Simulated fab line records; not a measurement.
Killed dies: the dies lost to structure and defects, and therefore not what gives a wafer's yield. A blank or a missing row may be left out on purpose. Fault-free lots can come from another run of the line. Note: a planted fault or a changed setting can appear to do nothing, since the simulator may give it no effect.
fab line records ; flow sky130 ; part 1 of 2: steps 1 to 42 of 43
record: lots: 6; wafers: 18; last-day: 49
route steps=708 shown METAL2@495 VIA2@507 METAL3@532 PAD_OPEN@708
lots with no fault: from the same line, run without faults
start-h: start of the lot's first displayed wafer, in hours after the record's first day ; wait-h: how many hours have passed since the lot's step before this one ; " the same as in the row above ; L1.1+2: one row covering several wafers at once ; - either no value or no given start ; * or withheld: withheld ; < > ~ a bound
route shown NAME@n: a module of which the file shows steps, and the number in the route of the first ; usual: average and standard deviation across the fault-free wafers ; same: alike in all rows ; chamber/n: place in a boat ; sites: the reading at each site ; _std_site: the values' standard deviation ; _edge_site: inner sites' mean taken away from outer sites' mean ; radius-mm: for every site, how far away it sits from the centre of the wafer ; mask NAME#n: copy n ; behind: the tool/chamber that last shaped the wafer ; hold: cause of the lot's hold/its duration in hours/its outcome ; device: names the non-switching transistor (n, p or np) ; end of line: the same wafers' tests at the end of the route ; a step without rows: its recipe alone ; killed: dies that structure and defects cost at the first sort, which is not the same as the wafer's yield ; map: dies across one wafer; x = killed, . = not, _ = none there
set.NAME: the setting the step ran with; set.NAME@STEP: the setting that earlier step ran with ; model.NAME: the simulator's own value behind a step, which no gauge read
lots at some steps of the route; a table a step, a row a wafer
services: when a tool's chamber went out of use (start-h, in hours from the record's first day, below 0 if earlier), for how many hours, and the reason
== steps ==
step: SKY_METAL2_EXPOSE_12
recipe: mask-id: MM2; na: 0.8; source-shape: annular; sigma-inner: 0.55; sigma-outer: 0.85; target-cd-nm: 140; dose-mj: 28
step: SKY_METAL2_PEB_13
recipe: peb-temp-c: withheld; peb-time-s: withheld; resist: KrF-thick
step: SKY_METAL2_DEVELOP_14
recipe: develop-time-s: 60; resist: KrF-thick; dev-temp-c: 21
step: SKY_METAL2_CD_MEAS_15
recipe: target-cd-nm: 140
usual: cd-nm: 139.0/1.4
lot.wafer;tool;chamber;start-h;wait-h;cd-nm
L185.2;cd-sem-01;-;825.23;-;138.1
L185.4;cd-sem-01;-;825.23;-;138.1
L185.6;cd-sem-01;-;825.23;-;139.4
L186.1;cd-sem-01;-;834.56;-;138.2
L186.3;cd-sem-01;-;834.56;-;138.8
L186.5;cd-sem-01;-;834.56;-;138.7
L195.1;cd-sem-02;-;901.95;-;140.2
L195.3;cd-sem-02;-;901.95;-;141.6
L195.4;cd-sem-02;-;901.95;-;140.9
L197.3;cd-sem-01;-;914.30;-;138.8
L197.4;cd-sem-01;-;914.30;-;138.9
L197.6;cd-sem-01;-;914.30;-;139.5
L204.2;cd-sem-01;-;963.63;-;139.9
L204.5;cd-sem-01;-;963.63;-;138.3
L204.6;cd-sem-01;-;963.63;-;140.0
L205.1;cd-sem-02;-;965.95;-;140.1
L205.4;cd-sem-02;-;965.95;-;137.7
L205.5;cd-sem-02;-;965.95;-;137.8
step: SKY_METAL2_OVL_MEAS_16
usual: METAL2_OVL: -2/5
lot.wafer;tool;chamber;start-h;wait-h;METAL2_OVL[nm]
L185.2;overlay-02;-;825.34;0.1;-1
L185.4;overlay-02;-;825.34;0.1;-1
L185.6;overlay-02;-;825.34;0.1;-1
L186.1;overlay-02;-;834.68;0.1;-3
L186.3;overlay-02;-;834.68;0.1;-2
L186.5;overlay-02;-;834.68;0.1;-1
L195.1;overlay-02;-;902.07;0.1;-1
L195.3;overlay-02;-;902.07;0.1;-2
L195.4;overlay-02;-;902.07;0.1;6
L197.3;overlay-01;-;914.39;0.1;-1
L197.4;overlay-01;-;914.39;0.1;-5
L197.6;overlay-01;-;914.39;0.1;-2
L204.2;overlay-01;-;963.74;0.1;0
L204.5;overlay-01;-;963.74;0.1;-10
L204.6;overlay-01;-;963.74;0.1;-3
L205.1;overlay-01;-;966.07;0.1;-10
L205.4;overlay-01;-;966.07;0.1;-11
L205.5;overlay-01;-;966.07;0.1;-3
step: SKY_METAL2_DESCUM_17
recipe: chemistry: O2; source-power-w: 150; bias-power-w: 0; pressure-mtorr: 10; temp-c: 40; time-s: 8
step: SKY_METAL2_ETCH_18
recipe: chemistry: N2/H2; target: BARC; ion-energy-ev: 200; bias-w: 100; pressure-mtorr: 30; n2-flow-sccm: 100; h2-flow-sccm: 200; icp-w: 500; stop-on: SiO2; time-s: 45.9; target-depth-a: 600
step: SKY_METAL2_METAL_ETCH_19
recipe: target-depth-a: 3600; stop-on: SiO2; over-etch-frac: 0.3; time-s: 78; chemistry: Cl2/BCl3; resist-sidewall-deg: 88; pressure-mtorr: 10; icp-w: 900; bias-w: 48.5; Cl2_flow_sccm: 60; bcl3-flow-sccm: 30
step: SKY_METAL2_STRIP_20
recipe: chemistry: O2/N2; power-w: 1400; pressure-mtorr: 1500; platen-temp-c: withheld; o2-flow-sccm: 3000; n2-flow-sccm: 300; overash-fraction: 0.5
usual: drypump-motor-current-A: 5.9/0.42; o2-flow-sccm: 2999/9.4; oes-product-au: 0.342/0.0045; strip-time-to-endpoint-s: 2.69/0.031
lot.wafer;tool;chamber;start-h;wait-h;drypump-motor-current-A;o2-flow-sccm;oes-product-au;rf-hours-counter-h;strip-time-to-endpoint-s
L185.2;plasma-asher-03;0;825.55;0.1;5.8;3007;0.338;74;2.72
L185.4;plasma-asher-03;1;825.55;0.1;5.6;3000;0.340;-;2.67
L185.6;plasma-asher-03;1;825.55;0.1;5.7;2991;0.347;-;2.69
L186.1;plasma-asher-01;1;834.91;0.1;6.7;3009;0.335;8;2.66
L186.3;plasma-asher-01;0;834.91;0.1;6.1;2991;0.341;-;2.62
L186.5;plasma-asher-01;1;834.91;0.1;6.7;2995;0.339;-;2.68
L195.1;plasma-asher-04;0;902.30;0.1;6.0;3000;0.353;100;2.72
L195.3;plasma-asher-04;1;902.30;0.1;5.3;2986;0.347;-;2.73
L195.4;plasma-asher-04;0;902.30;0.1;6.0;3004;0.342;-;2.64
L197.3;plasma-asher-04;0;914.63;0.1;6.0;2997;0.346;-;2.69
L197.4;plasma-asher-04;1;914.63;0.1;5.3;3001;0.341;-;2.69
L197.6;plasma-asher-04;0;914.63;0.1;6.0;3013;0.340;-;2.67
L204.2;plasma-asher-04;1;964.14;0.1;5.3;3002;0.344;106;2.64
L204.5;plasma-asher-04;0;964.14;0.1;6.0;3007;0.337;-;2.67
L204.6;plasma-asher-04;1;964.14;0.1;5.3;2987;0.346;-;2.65
L205.1;plasma-asher-03;1;966.29;0.1;5.8;3006;0.346;88;2.70
L205.4;plasma-asher-03;0;966.29;0.1;5.8;3001;0.337;-;2.68
L205.5;plasma-asher-03;0;966.29;0.1;5.8;3011;0.340;-;2.71
step: SKY_METAL2_STRIP_21
recipe: chemistry: post-etch-residue-remover; time-s: 1200; temp-c: 72.5
step: SKY_METAL2_CLEAN_22
recipe: chemistry: IPA; time-s: 180; temp-c: 25
step: SKY_METAL2_CLEAN_23
recipe: chemistry: O3/DIW; dry: n2-spin
step: SKY_VIA2_HDPCVD_00
recipe: material: SiO2; target-thk-nm: 1180; sigma-open-frac: 0.3; time-s: 196.7; temp-c: 400; sih4-flow-sccm: 60; pressure-mtorr: 6
usual: sih4-flow-sccm: 60.00/0.18
lot.wafer;tool;chamber;start-h;wait-h;sih4-flow-sccm
L185.2;hdpcvd-02;2;826.30;0.0;60.02
L185.4;hdpcvd-02;1;826.30;0.0;59.90
L185.6;hdpcvd-02;0;826.30;0.0;59.77
L186.1;hdpcvd-02;2;835.51;0.0;59.92
L186.3;hdpcvd-02;0;835.51;0.0;59.88
L186.5;hdpcvd-02;1;835.51;0.0;59.86
L195.1;hdpcvd-01;1;902.89;0.0;60.18
L195.3;hdpcvd-01;0;902.89;0.0;59.80
L195.4;hdpcvd-01;0;902.89;0.0;60.15
L197.3;hdpcvd-01;1;915.19;0.0;60.10
L197.4;hdpcvd-01;1;915.19;0.0;60.16
L197.6;hdpcvd-01;2;915.19;0.0;59.75
L204.2;hdpcvd-01;1;964.76;0.0;59.91
L204.5;hdpcvd-01;0;964.76;0.0;60.22
L204.6;hdpcvd-01;2;964.76;0.0;60.19
L205.1;hdpcvd-01;1;966.92;0.0;60.06
L205.4;hdpcvd-01;0;966.92;0.0;60.19
L205.5;hdpcvd-01;1;966.92;0.0;59.89
step: SKY_VIA2_THK_MEAS_01
recipe: reads: SiO2_of_VIA2_HDPCVD_00
usual: VIA2_HDPCVD_THK: 1181/13
lot.wafer;tool;chamber;start-h;wait-h;VIA2_HDPCVD_THK[nm]
L185.2;film-metro-04;-;826.44;0.1;1168
L185.4;film-metro-04;-;826.44;0.1;1168
L185.6;film-metro-04;-;826.44;0.1;1182
L186.1;film-metro-03;-;835.63;0.1;1172
L186.3;film-metro-03;-;835.63;0.1;1200
L186.5;film-metro-03;-;835.63;0.1;1170
L195.1;film-metro-04;-;903.02;0.1;1180
L195.3;film-metro-04;-;903.02;0.1;1178
L195.4;film-metro-04;-;903.02;0.1;1179
L197.3;film-metro-03;-;915.33;0.1;1177
L197.4;film-metro-03;-;915.33;0.1;1192
L197.6;film-metro-03;-;915.33;0.1;1181
L204.2;film-metro-02;-;964.89;0.1;1193
L204.5;film-metro-02;-;964.89;0.1;1181
L204.6;film-metro-02;-;964.89;0.1;1168
L205.1;film-metro-03;-;967.04;0.1;1179
L205.4;film-metro-03;-;967.04;0.1;1188
L205.5;film-metro-03;-;967.04;0.1;1193
step: SKY_VIA2_CMP_02
recipe: material: SiO2; down-force-psi: 4; platen-rpm: 60; pad-velocity-m-s: 0.94248
usual: motor-current-A: 12.0/1.2; platen-rpm: 60.00/0.046
lot.wafer;tool;chamber;start-h;wait-h;motor-current-A;platen-rpm
L185.4;cmp-01;1;826.59;0.1;11.6;60.09
L185.2;cmp-01;2;826.59;0.1;11.2;59.97
L185.6;cmp-01;3;826.59;0.1;11.9;59.94
L186.3;cmp-01;1;835.74;0.1;10.9;60.03
L186.1;cmp-01;3;835.74;0.1;11.4;59.93
L186.5;cmp-01;1;835.74;0.1;10.5;60.00
L195.1;cmp-01;0;903.08;0.1;12.6;59.99
L195.4;cmp-01;2;903.08;0.1;12.0;59.93
L195.3;cmp-01;3;903.08;0.1;12.0;59.90
L197.3;cmp-02;2;915.60;0.3;13.0;59.99
L197.4;cmp-02;1;915.60;0.3;11.3;60.07
L197.6;cmp-02;2;915.60;0.3;12.0;59.95
L204.2;cmp-01;1;965.09;0.2;11.2;60.02
L204.5;cmp-01;2;965.09;0.2;11.4;60.00
L204.6;cmp-01;3;965.09;0.2;11.3;60.02
L205.1;cmp-01;1;967.45;0.4;11.3;60.06
L205.4;cmp-01;0;967.45;0.4;12.2;60.01
L205.5;cmp-01;2;967.45;0.4;12.8;60.00
step: SKY_VIA2_BOW_MEAS_03
recipe: mode: bow
usual: VIA2_BOW: 85/7.3
lot.wafer;tool;chamber;start-h;wait-h;VIA2_BOW[um]
L185.2;film-metro-02;-;826.81;0.1;81
L185.4;film-metro-02;-;826.81;0.1;99
L185.6;film-metro-02;-;826.81;0.1;72
L186.1;film-metro-02;-;835.99;0.1;80
L186.3;film-metro-02;-;835.99;0.1;91
L186.5;film-metro-02;-;835.99;0.1;86
L195.1;film-metro-02;-;903.38;0.2;87
L195.3;film-metro-02;-;903.38;0.2;83
L195.4;film-metro-02;-;903.38;0.2;63
L197.3;film-metro-02;-;915.94;0.3;83
L197.4;film-metro-02;-;915.94;0.3;90
L197.6;film-metro-02;-;915.94;0.3;89
L204.2;film-metro-04;-;965.26;0.1;80
L204.5;film-metro-04;-;965.26;0.1;76
L204.6;film-metro-04;-;965.26;0.1;92
L205.1;film-metro-02;-;967.75;0.2;89
L205.4;film-metro-02;-;967.75;0.2;87
L205.5;film-metro-02;-;967.75;0.2;95
step: SKY_VIA2_DEHYDRATE_04
recipe: temp-c: 200; time-s: 60
step: SKY_VIA2_HMDS_05
recipe: prime-time-s: 60; prime-temp-c: 120
step: SKY_VIA2_COAT_06
recipe: resist: BARC; temp-c: withheld; time-s: withheld; spin-rpm: 3000; resist-thk-nm: 60
step: SKY_VIA2_COAT_07
recipe: resist: KrF-thick; spin-rpm: 3000; resist-thk-nm: 450
step: SKY_VIA2_SOFTBAKE_08
recipe: temp-c: 100; time-s: 90; resist: KrF-thick
step: SKY_VIA2_EXPOSE_09
recipe: mask-id: VIM2; na: 0.8; source-shape: annular; sigma-inner: 0.55; sigma-outer: 0.85; target-cd-nm: 200; dose-mj: 38
step: SKY_VIA2_PEB_10
recipe: peb-temp-c: withheld; peb-time-s: withheld; resist: KrF-thick
step: SKY_VIA2_DEVELOP_11
recipe: develop-time-s: 60; resist: KrF-thick; dev-temp-c: 21
step: SKY_VIA2_CD_MEAS_12
recipe: target-cd-nm: 200
usual: cd-nm: 200.6/1.3
lot.wafer;tool;chamber;start-h;wait-h;cd-nm
L185.2;cd-sem-02;-;852.26;-;201.1
L185.4;cd-sem-02;-;852.26;-;200.0
L185.6;cd-sem-02;-;852.26;-;201.6
L186.1;cd-sem-01;-;860.69;-;200.6
L186.3;cd-sem-01;-;860.69;-;200.3
L186.5;cd-sem-01;-;860.69;-;199.8
L195.1;cd-sem-01;-;926.65;-;201.5
L195.3;cd-sem-01;-;926.65;-;202.0
L195.4;cd-sem-01;-;926.65;-;200.2
L197.3;cd-sem-01;-;940.34;-;198.5
L197.4;cd-sem-01;-;940.34;-;199.8
L197.6;cd-sem-01;-;940.34;-;199.8
L204.2;cd-sem-01;-;989.73;-;198.8
L204.5;cd-sem-01;-;989.73;-;198.1
L204.6;cd-sem-01;-;989.73;-;197.0
L205.1;cd-sem-01;-;991.90;-;199.7
L205.4;cd-sem-01;-;991.90;-;199.3
L205.5;cd-sem-01;-;991.90;-;201.2
step: SKY_VIA2_OVL_MEAS_13
usual: VIA2_OVL: 2/5
lot.wafer;tool;chamber;start-h;wait-h;VIA2_OVL[nm]
L185.2;overlay-01;-;852.37;0.1;8
L185.4;overlay-01;-;852.37;0.1;4
L185.6;overlay-01;-;852.37;0.1;4
L186.1;overlay-02;-;860.81;0.1;-3
L186.3;overlay-02;-;860.81;0.1;1
L186.5;overlay-02;-;860.81;0.1;9
L195.1;overlay-01;-;926.77;0.1;9
L195.3;overlay-01;-;926.77;0.1;9
L195.4;overlay-01;-;926.77;0.1;5
L197.3;overlay-02;-;940.43;0.1;12
L197.4;overlay-02;-;940.43;0.1;7
L197.6;overlay-02;-;940.43;0.1;9
L204.2;overlay-02;-;989.84;0.1;2
L204.5;overlay-02;-;989.84;0.1;3
L204.6;overlay-02;-;989.84;0.1;11
L205.1;overlay-02;-;992.02;0.1;3
L205.4;overlay-02;-;992.02;0.1;6
L205.5;overlay-02;-;992.02;0.1;-5
step: SKY_VIA2_ETCH_14
recipe: chemistry: N2/H2; target: BARC; ion-energy-ev: 200; source-w: 500; bias-w: 100; pressure-mtorr: 30; n2-flow-sccm: 100; h2-flow-sccm: 200; stop-on: SiO2; time-s: 45.9; target-depth-a: 600
step: SKY_VIA2_ETCH_15
recipe: target: SiO2; chemistry: C4F8/O2/Ar; target-depth-nm: 546; stop-on: TiN; mask-material: KrF-thick; source-w: 1500; bias-w: 1200; pressure-mtorr: 40; c4f8-flow-sccm: withheld; O2_flow_sccm: 6; Ar_flow_sccm: 300; time-s: 84
usual: oes-product-au: 0.940/0.005
lot.wafer;tool;chamber;start-h;wait-h;oes-product-au;rf-hours-counter-h
L185.2;rie-diel-02;2;852.44;0.0;0.944;21
L185.4;rie-diel-02;3;852.44;0.0;0.929;7
L185.6;rie-diel-02;0;852.44;0.0;0.941;-
L186.1;rie-diel-03;2;860.89;0.0;0.938;17
L186.3;rie-diel-03;1;860.89;0.0;0.940;11
L186.5;rie-diel-03;0;860.89;0.0;0.947;-
L195.1;rie-diel-02;3;926.84;0.0;0.942;10
L195.3;rie-diel-02;1;926.84;0.0;0.943;27
L195.4;rie-diel-02;2;926.84;0.0;0.937;23
L197.3;rie-diel-02;0;940.49;0.0;0.942;12
L197.4;rie-diel-02;2;940.49;0.0;0.934;23
L197.6;rie-diel-02;0;940.49;0.0;0.941;-
L204.2;rie-diel-02;3;989.91;0.0;0.946;12
L204.5;rie-diel-02;1;989.91;0.0;0.935;-
L204.6;rie-diel-02;0;989.91;0.0;0.941;-
L205.1;rie-diel-02;0;992.09;0.0;0.946;14
L205.4;rie-diel-02;3;992.09;0.0;0.940;12
L205.5;rie-diel-02;0;992.09;0.0;0.950;-
step: SKY_VIA2_STRIP_16
recipe: chemistry: O2/N2; power-w: 1400; pressure-mtorr: 1500; platen-temp-c: withheld; o2-flow-sccm: 3000; n2-flow-sccm: 300; overash-fraction: 0.5
usual: drypump-motor-current-A: 6.0/0.43; o2-flow-sccm: 3000/9; oes-product-au: 0.399/0.0045; strip-time-to-endpoint-s: 4.06/0.031
lot.wafer;tool;chamber;start-h;wait-h;drypump-motor-current-A;o2-flow-sccm;oes-product-au;rf-hours-counter-h;strip-time-to-endpoint-s
L185.2;plasma-asher-04;1;852.51;0.0;5.3;2986;0.398;95;4.06
L185.4;plasma-asher-04;1;852.51;0.0;5.3;2986;0.397;-;4.05
L185.6;plasma-asher-04;1;852.51;0.0;5.3;2992;0.400;-;4.05
L186.1;plasma-asher-04;1;860.96;0.0;5.3;2988;0.403;96;4.03
L186.3;plasma-asher-04;0;860.96;0.0;6.0;3003;0.386;-;4.05
L186.5;plasma-asher-04;1;860.96;0.0;5.3;2996;0.401;-;3.99
L195.1;plasma-asher-01;0;926.91;0.0;6.2;3008;0.388;18;4.05
L195.3;plasma-asher-01;0;926.91;0.0;6.1;3014;0.405;-;4.06
L195.4;plasma-asher-01;1;926.91;0.0;6.7;2989;0.408;-;4.05
L197.3;plasma-asher-02;1;940.59;0.1;6.1;2986;0.396;-;4.06
L197.4;plasma-asher-02;0;940.59;0.1;5.8;3002;0.404;-;4.08
L197.6;plasma-asher-02;1;940.59;0.1;6.1;2990;0.401;-;4.04
L204.2;plasma-asher-02;1;989.97;0.0;6.1;3017;0.401;54;4.07
L204.5;plasma-asher-02;1;989.97;0.0;6.1;3001;0.403;-;4.13
L204.6;plasma-asher-02;0;989.97;0.0;5.8;2996;0.399;-;4.10
L205.1;plasma-asher-01;0;992.16;0.0;6.1;3012;0.400;24;4.06
L205.4;plasma-asher-01;1;992.16;0.0;6.7;2995;0.402;-;4.07
L205.5;plasma-asher-01;0;992.16;0.0;6.2;3011;0.402;-;4.05
step: SKY_VIA2_STRIP_17
recipe: chemistry: post-etch-residue-remover; time-s: 1200; temp-c: 72.5
step: SKY_VIA2_CLEAN_18
recipe: chemistry: IPA; time-s: 180; temp-c: 25
step: SKY_VIA2_CLEAN_19
recipe: chemistry: O3/DIW; dry: n2-spin
step: SKY_VIA2_SPUTTER_20
recipe: material: TiN; target-thk-nm: 20; chamber-pressure-pa: 5; power-w: 4000; time-s: 80
step: SKY_VIA2_CVD_21
recipe: material: W; target-thk-nm: 420; time-s: 126.4; temp-c: 400; pressure-torr: 40
step: SKY_VIA2_RS_MEAS_22
recipe: thk-meas-gauge: four-point-probe; reads: W_of_VIA2_CVD_21+TiN_of_VIA2_SPUTTER_20
usual: VIA2_W_RS: 0.273/0.0031
lot.wafer;tool;chamber;start-h;wait-h;VIA2_W_RS[ohm/sq]
L185.2;film-metro-04;-;853.31;0.1;0.272
L185.4;film-metro-04;-;853.31;0.1;0.269
L185.6;film-metro-04;-;853.31;0.1;0.271
L186.1;film-metro-02;-;861.74;0.1;0.268
L186.3;film-metro-02;-;861.74;0.1;0.270
L186.5;film-metro-02;-;861.74;0.1;0.272
L195.1;film-metro-03;-;927.69;0.1;0.274
L195.3;film-metro-03;-;927.69;0.1;0.274
L195.4;film-metro-03;-;927.69;0.1;0.268
L197.3;film-metro-02;-;941.38;0.1;0.272
L197.4;film-metro-02;-;941.38;0.1;0.272
L197.6;film-metro-02;-;941.38;0.1;0.270
L204.2;film-metro-02;-;990.77;0.1;0.273
L204.5;film-metro-02;-;990.77;0.1;0.274
L204.6;film-metro-02;-;990.77;0.1;0.274
L205.1;film-metro-03;-;992.98;0.1;0.274
L205.4;film-metro-03;-;992.98;0.1;0.275
L205.5;film-metro-03;-;992.98;0.1;0.275
step: SKY_VIA2_THK_MEAS_23
recipe: thk-meas-gauge: xrf; reads: W_of_VIA2_CVD_21
usual: VIA2_W_THK: 421/6.1
lot.wafer;tool;chamber;start-h;wait-h;VIA2_W_THK[nm]
L185.2;film-metro-04;-;853.42;0.1;425
L185.4;film-metro-04;-;853.42;0.1;433
L185.6;film-metro-04;-;853.42;0.1;426
L186.1;film-metro-02;-;861.86;0.1;427
L186.3;film-metro-02;-;861.86;0.1;427
L186.5;film-metro-02;-;861.86;0.1;419
L195.1;film-metro-03;-;927.81;0.1;414
L195.3;film-metro-03;-;927.81;0.1;415
L195.4;film-metro-03;-;927.81;0.1;425
L197.3;film-metro-02;-;941.48;0.1;424
L197.4;film-metro-02;-;941.48;0.1;426
L197.6;film-metro-02;-;941.48;0.1;426
L204.2;film-metro-02;-;990.88;0.1;418
L204.5;film-metro-02;-;990.88;0.1;418
L204.6;film-metro-02;-;990.88;0.1;414
L205.1;film-metro-03;-;993.10;0.1;410
L205.4;film-metro-03;-;993.10;0.1;412
L205.5;film-metro-03;-;993.10;0.1;413
step: SKY_VIA2_CMP_24
recipe: stop-on: SiO2; t-overpolish-s: 20; down-force-psi: 3.5; platen-rpm: 60; target-thk-nm: 0; pad-velocity-m-s: 0.94248
step: SKY_METAL3_SPUTTER_00
recipe: material: Ti; target-thk-nm: 15; power-w: 3000; time-s: 10; chamber-pressure-pa: 0.4
step: SKY_METAL3_SPUTTER_01
recipe: material: TiN; target-thk-nm: 20; power-w: 6500; time-s: 16.7; chamber-pressure-pa: 0.4
step: SKY_METAL3_SPUTTER_02
recipe: material: AlCu; target-thk-nm: 735; power-w: 10600; time-s: 39.1; chamber-pressure-pa: 0.4
step: SKY_METAL3_SPUTTER_03
recipe: material: Ti; target-thk-nm: 5; power-w: 3000; time-s: 3.3; chamber-pressure-pa: 0.4
step: SKY_METAL3_SPUTTER_04
recipe: material: TiN; target-thk-nm: 70; power-w: 6500; time-s: 58.3; chamber-pressure-pa: 0.4
usual: throttle-valve-pct: 29.8/0.8
lot.wafer;tool;chamber;start-h;wait-h;throttle-valve-pct
L185.2;pvd-sputter-01;-;853.88;0.0;29.6
L185.4;pvd-sputter-01;-;853.88;0.0;28.7
L185.6;pvd-sputter-01;-;853.88;0.0;30.2
L186.1;pvd-sputter-04;-;862.33;0.0;30.9
L186.3;pvd-sputter-04;-;862.33;0.0;30.7
L186.5;pvd-sputter-04;-;862.33;0.0;30.8
L195.1;pvd-sputter-01;-;928.27;0.0;30.6
L195.3;pvd-sputter-01;-;928.27;0.0;28.8
L195.4;pvd-sputter-01;-;928.27;0.0;30.0
L197.3;pvd-sputter-02;-;941.93;0.0;29.8
L197.4;pvd-sputter-02;-;941.93;0.0;29.0
L197.6;pvd-sputter-02;-;941.93;0.0;29.1
L204.2;pvd-sputter-04;-;991.34;0.0;30.7
L204.5;pvd-sputter-04;-;991.34;0.0;30.8
L204.6;pvd-sputter-04;-;991.34;0.0;30.8
L205.1;pvd-sputter-02;-;993.56;0.0;29.0
L205.4;pvd-sputter-02;-;993.56;0.0;29.0
L205.5;pvd-sputter-02;-;993.56;0.0;28.9
